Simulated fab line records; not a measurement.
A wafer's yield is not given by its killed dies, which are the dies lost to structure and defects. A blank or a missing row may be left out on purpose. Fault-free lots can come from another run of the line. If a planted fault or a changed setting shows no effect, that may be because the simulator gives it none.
Which of the tools did it? + flow sky130 + 12 lots, 36 wafers sampled, at 5 steps of a route of 708

## WHAT EACH GAUGE READ, for each wafer
SKY_FIELD_ISO_THK_MEAS_25. Usual: FIELD_ISO_CVD_24_THK typically reads 595 nm, with standard deviation 5.1.
| lot  | measured    | on            | FIELD_ISO_CVD_24_THK (nm) | flag |
|------|-------------|---------------|---------------------------|------|
| L910 | day 2 10:30 | film-metro-04 | 588 590 595               |      |
| L911 | day 2 14:37 | film-metro-03 | 590 589 592               |      |
| L913 | day 2 21:42 | film-metro-04 | 595 591 594               |      |
| L914 | day 3 04:50 | film-metro-01 | 592 597 590               |      |
| L915 | day 3 12:42 | film-metro-03 | 591 594 593               |      |
| L919 | day 4 09:38 | film-metro-03 | 594 593 598               |      |
| L922 | day 5 02:46 | film-metro-01 | 598 602 598               |      |
| L923 | day 5 08:25 | film-metro-03 | 598 599 593               |      |
| L924 | day 5 09:29 | film-metro-01 | 606 594 594               |      |
| L925 | day 5 16:28 | film-metro-01 | 594 599 599               |      |
| L926 | day 5 22:04 | film-metro-03 | 596 588 593               |      |
| L928 | day 6 05:39 | film-metro-03 | 588 592 596               |      |

SKY_VT_ADJUST_HVTP_TW_MEAS_11. Usual: VT_ADJUST_HVTP_TW typically reads 1345, with standard deviation 5.8.
| lot  | measured     | on            | VT_ADJUST_HVTP_TW | flag |
|------|--------------|---------------|-------------------|------|
| L910 | day 6 02:51  | film-metro-02 | 1340 1343 1347    |      |
| L911 | day 6 10:08  | film-metro-02 | 1357 1349 1346    |      |
| L913 | day 6 16:54  | film-metro-02 | 1353 1346 1349    |      |
| L914 | day 7 02:28  | film-metro-04 | 1343 1340 1344    |      |
| L915 | day 7 11:29  | film-metro-04 | 1353 1353 1352    |      |
| L919 | day 8 16:23  | film-metro-04 | 1344 1351 1344    |      |
| L922 | day 9 11:45  | film-metro-04 | 1349 1353 1342    |      |
| L923 | day 9 19:17  | film-metro-02 | 1345 1340 1344    |      |
| L924 | day 9 21:14  | film-metro-02 | 1343 1339 1346    |      |
| L925 | day 10 03:09 | film-metro-02 | 1303 1298 1300    | OFF  |
| L926 | day 10 09:59 | film-metro-02 | 1301 1308 1304    | OFF  |
| L928 | day 10 21:26 | film-metro-04 | 1343 1342 1349    |      |

SKY_VT_ADJUST_LVTN_OVL_MEAS_07. Usual: VT_ADJUST_LVTN_OVL typically reads -1.7 nm, with standard deviation 1.3.
| lot  | measured     | on         | VT_ADJUST_LVTN_OVL (nm) | flag |
|------|--------------|------------|-------------------------|------|
| L910 | day 6 20:49  | overlay-02 | -1.5 -1.9 -2.4          |      |
| L911 | day 7 05:21  | overlay-01 | -1.1 -2.7 -0.7          |      |
| L913 | day 7 12:19  | overlay-02 | -1.1 -2.2 -3.0          |      |
| L914 | day 7 22:35  | overlay-01 | -0.9 -1.7 -1.5          |      |
| L915 | day 8 07:47  | overlay-02 | -2.9 -2.6 -1.3          |      |
| L919 | day 9 14:01  | overlay-02 | -2.2 -3.5 -3.3          |      |
| L922 | day 10 10:02 | overlay-02 | -0.6 -1.2 -2.3          |      |
| L923 | day 10 17:32 | overlay-02 | -3.9 -5.6 -3.5          |      |
| L924 | day 10 19:49 | overlay-02 | -2.2 -3.5 -1.3          |      |
| L925 | day 11 01:14 | overlay-02 | -1.8 -0.6 -2.4          |      |
| L926 | day 11 08:46 | overlay-01 | -2.2 -2.2 -1.3          |      |
| L928 | day 11 21:01 | overlay-02 | -0.7 -0.3 -0.7          |      |

## WHAT TOOL EACH LOT RAN ON (gives the tool, then ch and the chambers of the sampled wafers, and finally the start)
| lot  | SKY_FIELD_ISO_CMP_27         | SKY_VT_ADJUST_HVTP_IMPLANT_09   |
|------|------------------------------|---------------------------------|
| L910 | cmp-02 ch 0,1,3, day 2 12:04 | implanter-01 ch 0, day 6 02:36  |
| L911 | cmp-02 ch 1,2, day 2 16:10   | implanter-04 ch 0, day 6 09:55  |
| L913 | cmp-02 ch 0,1,2, day 2 23:19 | implanter-04 ch 0, day 6 16:39  |
| L914 | cmp-02 ch 0,2,3, day 3 06:28 | implanter-04 ch 0, day 7 02:16  |
| L915 | cmp-01 ch 0,1,2, day 3 14:19 | implanter-04 ch 0, day 7 11:14  |
| L919 | cmp-02 ch 1,2,3, day 4 12:34 | implanter-04 ch 0, day 8 16:06  |
| L922 | cmp-01 ch 1,3, day 5 04:23   | implanter-03 ch 0, day 9 11:30  |
| L923 | cmp-02 ch 0,1,3, day 5 10:54 | implanter-01 ch 0, day 9 19:02  |
| L924 | cmp-02 ch 1,2,3, day 5 12:23 | implanter-03 ch 0, day 9 20:59  |
| L925 | cmp-02 ch 1,2,3, day 5 18:18 | implanter-03 ch 0, day 10 02:54 |
| L926 | cmp-01 ch 1,2,3, day 5 23:38 | implanter-03 ch 0, day 10 09:41 |
| L928 | cmp-01 ch 1,2,3, day 6 08:24 | implanter-01 ch 0, day 10 21:10 |
- SKY_FIELD_ISO_CMP_27: polishes, stops on Si3N4, t overpolish 16 s, target thk 457.8 nm.
- SKY_VT_ADJUST_HVTP_IMPLANT_09

## WHAT THE TOOLS THEMSELVES READ (means of the sampled wafers that have a number; where no wafer has one, the mark that the record gives instead)
SKY_FIELD_ISO_CMP_27. Usual: head-pressure-psi 4.001 psi, standard deviation 0.0081; motor-current-A 11.7 A, standard deviation 1.7; overpolish-run-s 16.000 s, standard deviation 0.0099; slurry-filter-dp-kPa 13.48 kPa, standard deviation 0.12; time-to-endpoint-s 112 s, standard deviation 4.1.
| lot  | tool   | head-pressure-psi (psi) | motor-current-A (A) | overpolish-run-s (s) | slurry-filter-dp-kPa (kPa) | time-to-endpoint-s (s) | flag |
|------|--------|-------------------------|---------------------|----------------------|----------------------------|------------------------|------|
| L910 | cmp-02 | 4.007                   | 11.7                | 16.005               | 13.50                      | 113                    |      |
| L911 | cmp-02 | 4.003                   | 12.9                | 16.002               | 13.48                      | 116                    |      |
| L913 | cmp-02 | 3.997                   | 12.2                | 16.011               | 13.47                      | 112                    |      |
| L914 | cmp-02 | 4.013                   | 12.0                | 16.006               | 13.52                      | 114                    |      |
| L915 | cmp-01 | 4.000                   | 11.1                | 15.995               | 13.38                      | 116                    |      |
| L919 | cmp-02 | 4.008                   | 12.5                | 16.004               | 13.52                      | 112                    |      |
| L922 | cmp-01 | 3.998                   | 12.0                | 15.999               | 13.55                      | 115                    |      |
| L923 | cmp-02 | 4.006                   | 11.7                | 15.993               | 13.49                      | 110                    |      |
| L924 | cmp-02 | 3.999                   | 12.5                | 15.995               | 13.50                      | 112                    |      |
| L925 | cmp-02 | 3.994                   | 12.2                | 16.002               | 13.41                      | 112                    |      |
| L926 | cmp-01 | 3.996                   | 10.5                | 16.002               | 13.42                      | 114                    |      |
| L928 | cmp-01 | 3.994                   | 10.8                | 15.999               | 13.51                      | 106                    |      |

SKY_VT_ADJUST_HVTP_IMPLANT_09. Usual: beam-energy-keV at 150.00, with a standard deviation of 0.042.
| lot  | tool         | beam-energy-keV | flag |
|------|--------------|-----------------|------|
| L910 | implanter-01 | 150.07          |      |
| L911 | implanter-04 | 149.99          |      |
| L913 | implanter-04 | 149.96          |      |
| L914 | implanter-04 | 149.99          |      |
| L915 | implanter-04 | 150.01          |      |
| L919 | implanter-04 | 150.02          |      |
| L922 | implanter-03 | 150.02          |      |
| L923 | implanter-01 | 149.98          |      |
| L924 | implanter-03 | 149.97          |      |
| L925 | implanter-03 | 135.60          | OFF  |
| L926 | implanter-03 | 135.61          | OFF  |
| L928 | implanter-01 | 149.98          |      |

## THE ANSWER, worked out from the rows above alone
Rule: take the mean of a lot's wafers that have a number; if it is more than 3 standard deviations from the usual mean, the lot is off. Also off: a lot with no number at a reading for which 4 or more lots have one. The other lots that the step has rows for count as sound. After the gauges, taken in route order, come the tools' own readings; for these a lot's mean is taken, as printed above. The first step at which some lot is off is used, and at that step the reading that is off furthest; a lot without a number counts as furthest.
Off: at SKY_VT_ADJUST_HVTP_TW_MEAS_11 (VT_ADJUST_HVTP_TW), L925, L926.
A tool fits if, at a process step before that reading, it ran every lot that is off, and no sound lot after the first of them. The gauges at SKY_VT_ADJUST_HVTP_TW_MEAS_11 aren't tried: what is off there is off at SKY_VT_ADJUST_HVTP_IMPLANT_09 too, on other tools, and a gauge's error can't cause that. One fits: SKY_VT_ADJUST_HVTP_IMPLANT_09 on implanter-03. Its last sound lot is L924 (day 9 20:59), its first lot that is off L925 (day 10 02:54): a fault that began between those two fits.
The tool's own readings at SKY_VT_ADJUST_HVTP_IMPLANT_09 bear it out: on the lots that are off they differ by more than 5 times the standard deviation of the sound lots' means. beam-energy-keV reads 135.61 there against 150.00 on the sound lots.

## WHAT THE SIMULATOR HAD INSERTED
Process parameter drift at SKY_VT_ADJUST_HVTP_IMPLANT_09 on implanter-03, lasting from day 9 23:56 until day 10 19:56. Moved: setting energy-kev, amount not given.
Shown lots that were struck: L925, L926. This agrees with what the rule above found.
